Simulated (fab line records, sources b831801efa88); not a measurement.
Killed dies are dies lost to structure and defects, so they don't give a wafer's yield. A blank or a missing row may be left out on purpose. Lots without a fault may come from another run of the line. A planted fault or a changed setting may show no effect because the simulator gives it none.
One fault seen from 2 desks | flow gf180mcu | each desk has only its own numbers; what lay behind them comes last

THE METROLOGY DESK
What the gauges read, lot by lot, whatever tool the lot ran on: means of the sampled wafers that have a number. A lot is out of limits, marked OUT, if its mean lies more than 4 standard deviations from the usual mean; the brackets give that distance.
Columns: A = cd_nm at GF_M5_CD_MEAS_07, usual 279.9 nm; B = PASSIVATION_CVD_00_THK at GF_PASSIVATION_THK_MEAS_01, usual 1016 nm
lot  | first seen here | A     | B
L316 | day 27 08:59    | 279.9 | 1020
L317 | day 27 12:21    | 280.1 | 1028
L318 | day 27 20:18    | 280.4 | 1020
L322 | day 29 03:35    | 281.4 | 1121 (+9.5) OUT
L325 | day 29 22:17    | 280.8 | 1128 (+10) OUT
L330 | day 31 07:34    | 279.8 | 1016
L331 | day 31 15:58    | 278.5 | 1014
L332 | day 31 22:05    | 281.2 | 1021
L333 | day 32 01:20    | 279.2 | 1012
L336 | day 32 18:50    | 279.6 | 1022
L338 | day 33 06:32    | 279.4 | 1020
L339 | day 33 11:30    | 280.6 | 1008
This desk's finding: out of limits on L322, L325; first on L322, day 30 22:05 (PASSIVATION_CVD_00_THK at GF_PASSIVATION_THK_MEAS_01). In limits: L316, L317, L318, L330, L331, L332, L333, L336, L338, L339.

THE TOOL OWNER'S DESK: pecvd-04
The tool's own readings at GF_PASSIVATION_CVD_00 (deposits SiO2 from TEOS, target thk 1000 nm, time 113.4 s): means of the sampled wafers that have a number, for each lot that ran on this tool. A lot is out of limits, marked OUT, if its mean lies more than 4 standard deviations from the usual mean; the brackets give that distance.
Columns: A = heater_power_w at GF_PASSIVATION_CVD_00, usual 698 W
lot  | first seen here | A
L316 | day 29 03:40    | 638
L318 | day 29 16:22    | 653
L322 | day 30 21:58    | 559
L325 | day 31 16:06    | 499
This desk's finding: nothing out of limits on any of the 4 lots.

PUT TOGETHER
The metrology desk could have raised an alarm at day 30 22:05, on L322, L325.
The tool owner's desk saw nothing out of limits.
The tool owner's desk has L322, L325 on record, within its limits.
Of the lots named, all ran GF_PASSIVATION_CVD_00 on pecvd-04.

WHAT THE SIMULATOR HAD PUT IN
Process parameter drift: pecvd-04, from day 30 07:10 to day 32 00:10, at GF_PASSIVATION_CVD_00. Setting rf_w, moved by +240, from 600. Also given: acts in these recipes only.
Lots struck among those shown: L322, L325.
Hours from the fault's start to each desk's first reading out of limits: the metrology desk, 15.
